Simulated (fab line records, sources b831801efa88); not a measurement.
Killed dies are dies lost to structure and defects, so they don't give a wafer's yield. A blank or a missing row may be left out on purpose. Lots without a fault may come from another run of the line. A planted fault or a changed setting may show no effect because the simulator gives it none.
Problem report in the 8D (eight disciplines) form, filled by code | flow gf180mcu | the parts of the form that need people (team, actions taken, sign-off) are left out

1. THE PROBLEM
chamber_pressure_Torr at GF_V1_CVD_23 reads a mean of 36.51 Torr on 9 wafers of 3 lots; wafers without a fault read 40.01 Torr with a standard deviation of 0.087. That is -40 standard deviations from the usual mean.
The step: deposits W, target thk 350 nm, time 105.05 s.
First seen on wafer L198.1, day 22 04:53, on cvd_w-01. The record holds 21 wafers of 7 lots with a number at this step. Rule for "out", or "out of limits": more than 4 standard deviations from the usual mean. The other wafers with a number count as sound.

2. WHAT IT IS AND WHAT IT IS NOT
question                    | is                     | is not
which readings at this step | chamber_pressure_Torr  | heater_power_w
which lots                  | L198, L199, L200       | L192, L193, L201, L209
which wafers of those lots  | all that have a number | -
read on which tools         | cvd_w-01               | cvd_w-02
when                        | from day 22 04:53      | up to then (6 sound wafers); but 6 sound wafers of L201, L209 came after

3. SUSPECTS, AND WHAT RULES EACH OUT
Counting: a tool at a process step up to the reading stays a suspect if it ran every lot that is out and no sound lot after the first of them.
- cvd_w-01 at GF_V1_CVD_23 (deposits W, target thk 350 nm, time 105.05 s): ruled out as a lasting fault. Sound lots L209 ran on it after its first lot that is out, L198 (day 22 04:53).
Left after counting: nothing in the record.

4. THE CAUSE (what the simulator had put in)
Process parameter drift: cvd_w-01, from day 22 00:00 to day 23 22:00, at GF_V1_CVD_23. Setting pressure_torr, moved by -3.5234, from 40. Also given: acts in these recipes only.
Counting ruled it out, wrongly.

5. THE CHAIN OF EFFECTS, in route order
Each row: a reading whose mean over the struck wafers that have a number lies more than 3 standard deviations from the usual. Only readings for which the record gives a usual standard deviation are gone through. hours: the time from each lot's start at the first step in this table that gives one to its start at this step, as a median over the lots. sigmas: the change in usual standard deviations.
hours | step         | reading               | usual      | on struck wafers | change | sigmas
0     | GF_V1_CVD_23 | chamber_pressure_Torr | 40.01 Torr | 36.51            | -3.50  | -40
The process steps in it:
- GF_V1_CVD_23: deposits W, target thk 350 nm, time 105.05 s.
Later measuring or inspecting steps at which every struck wafer that the step has a row for has a number for every such reading, and none has moved that far: GF_V1_RS_MEAS_24.

6. WHAT WOULD HAVE CAUGHT IT SOONER
In this record the first reading out of limits was taken at day 22 04:53, 5 hours after the fault began at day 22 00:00.
